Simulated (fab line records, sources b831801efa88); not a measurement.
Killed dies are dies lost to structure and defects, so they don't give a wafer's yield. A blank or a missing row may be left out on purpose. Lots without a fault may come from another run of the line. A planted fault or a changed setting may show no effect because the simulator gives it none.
A struck lot beside a sound one | flow sky130 | 19 steps out of a route of 708
Sound: wafers L970.3, L970.4, L970.6. Struck: wafers L980.2, L980.4, L980.5. The cause comes at the end.
At each step with rows: each side's tool, then ch and its chambers, then its first start. Under that, the readings that differ: sound wafers | struck wafers | difference of the means | sigmas: that difference in standard deviations of wafers without a fault.
alike: readings whose means differ by less than 2 such deviations, and words and numbers that are the same on both sides. not compared: withheld readings, readings that some wafer has no value for, bounds like >300 that may hide the same value, and numbers for which the record gives no deviation and whose values overlap.
The two part at a step that has a row with sigmas, a row that says differs or no value, or rows on one side only. Numbers that don't overlap but have no deviation are shown without sigmas and don't part them. A reading that every wafer of one side lacks parts them only if that side has two wafers or more.

first, 2 steps without rows for these wafers: SKY_METAL2_CLEAN_23 (cleans in O3/DIW); SKY_VIA2_HDPCVD_00 (deposits SiO2, target thk 1180 nm, time 196.7 s).
SKY_VIA2_THK_MEAS_01:
  sound on film_metro-03, day 36 16:07; struck on film_metro-02, day 40 00:33
  alike: VIA2_HDPCVD_THK
SKY_VIA2_CMP_02: polishes SiO2.
  sound on cmp-01 ch 0,1,3, day 36 16:10; struck on cmp-02 ch 0,2,3, day 40 00:42
  alike: motor_current_A
SKY_VIA2_BOW_MEAS_03:
  sound on film_metro-03, day 36 16:30; struck on film_metro-03, day 40 00:55
  alike: VIA2_BOW
then, 7 steps without rows for these wafers: SKY_VIA2_DEHYDRATE_04 (time 60 s); SKY_VIA2_HMDS_05 (prime time 60 s); SKY_VIA2_COAT_06 (resist thk 60 nm); SKY_VIA2_COAT_07 (resist thk 450 nm); SKY_VIA2_SOFTBAKE_08 (time 90 s); SKY_VIA2_EXPOSE_09 (exposes mask VIM2, target cd 200 nm); SKY_VIA2_PEB_10.
SKY_VIA2_DEVELOP_11: develop time 60 s.
  sound on litho_track-04 ch 0, day 37 18:00; struck on litho_track-03 ch 0, day 41 00:00
  alike: chill_plate_temp_C, developer_temp_C, resist_line_temp_C
SKY_VIA2_CD_MEAS_12: target cd 200 nm.
  sound on cd_sem-01, day 37 18:34; struck on cd_sem-01, day 41 00:55
  reading    | sound             | struck            | difference | sigmas
  cd_nm (nm) | 200.1 199.2 198.8 | 193.2 193.7 194.9 | -5.4       | -4
SKY_VIA2_OVL_MEAS_13:
  sound on overlay-02, day 37 18:40; struck on overlay-02, day 41 01:01
  alike: VIA2_OVL
SKY_VIA2_ETCH_14: etches BARC in N2/H2, stops on SiO2, time 45.9 s, target depth 60 nm.
  sound on rie_diel-04 ch 2,3, day 37 18:43; struck on rie_diel-02 ch 0,2,3, day 41 01:03
  reading               | sound             | struck            | difference | sigmas
  model.VIA2.cd_nm (nm) | 200.2 200.1 199.6 | 193.4 193.3 194.5 | -6.2       |
  alike: drypump_motor_current_A, oes_product_au, rf_fwd_power_W, throttle_valve_pct
  not compared: rf_hours_counter_h
SKY_VIA2_ETCH_15: etches SiO2 in C4F8/O2/Ar, stops on TiN, target depth 546 nm, time 84 s.
  sound on rie_diel-04 ch 2,3, day 37 18:47; struck on rie_diel-02 ch 0,2,3, day 41 01:06
  reading               | sound             | struck        | difference | sigmas
  model.VIA2.cd_nm (nm) | 200.1 202.4 202.2 | 198.3 195 195 | -5.5       |
  alike: oes_product_au, rf_fwd_power_W
  not compared: rf_hours_counter_h
SKY_VIA2_STRIP_16: strips in O2/N2.
  sound on plasma_asher-01 ch 0,1, day 37 18:53; struck on plasma_asher-01 ch 0,1, day 41 01:10
  alike: drypump_motor_current_A, oes_product_au, strip_time_to_endpoint_s
  not compared: rf_hours_counter_h
-- the record jumps here: 8 days lie between the struck wafers' starts before and after (it left off in module VIA2 and takes up again in module PAD_OPEN, whose first step shown is number 708 of the route) --
SKY_PAD_OPEN_PROBE_99:
  the record has rows for the struck wafers here (prober-02, day 49 12:16) and none for the sound ones

WHERE THEY PART
First at SKY_VIA2_CD_MEAS_12; last, within this record, at SKY_PAD_OPEN_PROBE_99.

WHY: what the simulator had put in
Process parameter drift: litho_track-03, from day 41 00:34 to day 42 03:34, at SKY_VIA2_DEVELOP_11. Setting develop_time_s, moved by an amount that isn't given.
